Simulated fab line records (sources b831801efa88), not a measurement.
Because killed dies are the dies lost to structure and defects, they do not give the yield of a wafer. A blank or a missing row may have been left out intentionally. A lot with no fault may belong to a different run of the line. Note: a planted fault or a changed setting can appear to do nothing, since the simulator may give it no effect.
A lot that was struck, set against a sound lot || flow sky130 || 19 out of 708 route steps
Sound: the wafers L665.1, L665.4, L665.6. Struck: wafer L654.2. (L654.3, L654.6 of the same lot were not struck and are left out.) The cause comes at the end.
Each step with rows lists, per side, the tool, then ch with its chambers, then its first start. Under that, the readings that differ: sound wafers || struck wafers || difference of the means || sigmas: that difference in standard deviations of wafers without a fault.
alike: readings with means less than 2 such deviations apart, plus words and numbers identical on both sides. not compared: withheld readings, readings lacking a value on some wafer, bounds such as >300 that could conceal the same value, and numbers that have no deviation in the record and whose values overlap.
Wherever a step has rows on one side only, a row that says differs or no value, or a row with sigmas, the two part there. Numbers that don't overlap but have no deviation are shown without sigmas and don't part them. Lack of a reading on every wafer of one side parts them only where that side has two or more wafers.

SKY_VIA4_ETCH_12: etches SiO2 in C4F8/O2/Ar, stops on TiN, target depth 580 nm.
  sound on rie_diel-03 ch 0,1,2, day 46 18:05; struck on rie_diel-02 ch 3, day 43 12:38
  alike: oes_product_au
then, 4 steps without rows for these wafers: SKY_VIA4_STRIP_13 (strips in O2/N2); SKY_VIA4_STRIP_14 (strips in post etch residue remover, time 1200 s); SKY_VIA4_CLEAN_15 (cleans in IPA, time 180 s); SKY_VIA4_CLEAN_16 (cleans in O3/DIW).
SKY_VIA4_SPUTTER_17: material TiN, target thk 20 nm, time 80 s.
  sound on pvd_sputter-04 at day 46 19:00; struck on pvd_sputter-01 at day 43 13:20
  alike: throttle_valve_pct
SKY_VIA4_CVD_18: deposits W, target thk 505 nm, time 152.14 s.
  sound on cvd_w-02 ch 0,1, day 46 19:04; struck on cvd_w-02 ch 1, day 43 13:24
  alike: chamber_pressure_Torr, heater_power_w
SKY_VIA4_RS_MEAS_19: the measuring method here is four-point-probe.
  sound on film_metro-01 at day 46 19:13; struck on film_metro-01 at day 43 13:34
  alike: VIA4_W_RS
SKY_VIA4_THK_MEAS_20: measures by xrf.
  sound on film_metro-01 at day 46 19:20; struck on film_metro-01 at day 43 13:41
  alike: VIA4_W_THK
then, 1 step without rows for these wafers: SKY_VIA4_CMP_21 (polishes, stops on SiO2, t overpolish 25 s, target thk 0 nm).
SKY_METAL5_SPUTTER_00: material Ti, target thk 15 nm, time 10 s.
  sound on pvd_sputter-03 at day 46 19:41; struck on pvd_sputter-04 at day 43 14:02
  alike: throttle_valve_pct
SKY_METAL5_SPUTTER_01: material TiN, target thk 20 nm, time 16.7 s.
  sound on pvd_sputter-03 at day 46 19:43; struck on pvd_sputter-04 at day 43 14:03
{"reading": "throttle_valve_pct (%)", "sound": "27.9 29.3 27.9", "struck": 30.4, "difference": "+2.0", "sigmas": "+3"}
SKY_METAL5_SPUTTER_02: material AlCu, target thk 1150 nm, time 61.2 s.
  sound on pvd_sputter-03 at day 46 19:44; struck on pvd_sputter-04 at day 43 14:05
{"reading": "throttle_valve_pct (%)", "sound": "28.2 29.0 28.3", "struck": 30.2, "difference": "+1.7", "sigmas": "+2"}
{"reading": "model.AlCu_of_METAL5_SPUTTER_02.thk_nm (nm)", "sound": "1179 1172 1168", "struck": 1206, "difference": "+33", "sigmas": ""}
then, 2 steps without rows for these wafers: SKY_METAL5_SPUTTER_03 (material Ti, target thk 5 nm, time 3.3 s); SKY_METAL5_SPUTTER_04 (material TiN, target thk 70 nm, time 58.3 s).
SKY_METAL5_RS_MEAS_05: the measuring method here is four-point-probe.
  sound on film_metro-01 at day 46 19:52; struck on film_metro-01 at day 43 14:13
{"reading": "METAL5_ALCU_RS (ohm/sq)", "sound": "0.02642 0.02654 0.02665", "struck": 0.02581, "difference": -0.00073, "sigmas": -3}
SKY_METAL5_THK_MEAS_06: measures by xrf.
  sound on film_metro-01 at day 46 19:59; struck on film_metro-01 at day 43 14:20
{"reading": "METAL5_ALCU_THK (nm)", "sound": "1170 1163 1166", "struck": 1196, "difference": "+30", "sigmas": "+2"}
then, 1 step without rows for these wafers: SKY_METAL5_DEHYDRATE_07 (time 60 s).
-- the record jumps here: 3 days lie between the struck wafers' starts before and after (it left off in module METAL5 and takes up again in module PAD_OPEN, whose first step shown is number 708 of the route) --
SKY_PAD_OPEN_PROBE_99:
  sound on prober-02 at day 49 09:10; struck on prober-01 at day 46 09:27
{"reading": "killed_at_contacts", "sound": "23 21 23", "struck": 36, "difference": "+14", "sigmas": "+3"}
{"reading": "model.etest.met5.rs_ohm_sq", "sound": "0.02653 0.02686 0.02685", "struck": 0.0258, "difference": -0.0009, "sigmas": ""}
{"reading": "model.etest.met5.line_ohm_um", "sound": "0.01661 0.01689 0.01673", "struck": 0.01604, "difference": -0.00070, "sigmas": ""}
  alike: defect_limited_yield, killed_at_M0_to_M3, killed_at_M4_up, killed_at_front_end, killed_at_other, killed_dies, killed_open, killed_short, sort_bin_3_pad_short, sort_bin_5_function, sort_bin_6_memory, sort_n_pass, sort_yield_pct

WHERE THEY PART
Last at SKY_PAD_OPEN_PROBE_99 as far as this record goes, first at SKY_METAL5_SPUTTER_01.

WHY: what had been put in by the simulator
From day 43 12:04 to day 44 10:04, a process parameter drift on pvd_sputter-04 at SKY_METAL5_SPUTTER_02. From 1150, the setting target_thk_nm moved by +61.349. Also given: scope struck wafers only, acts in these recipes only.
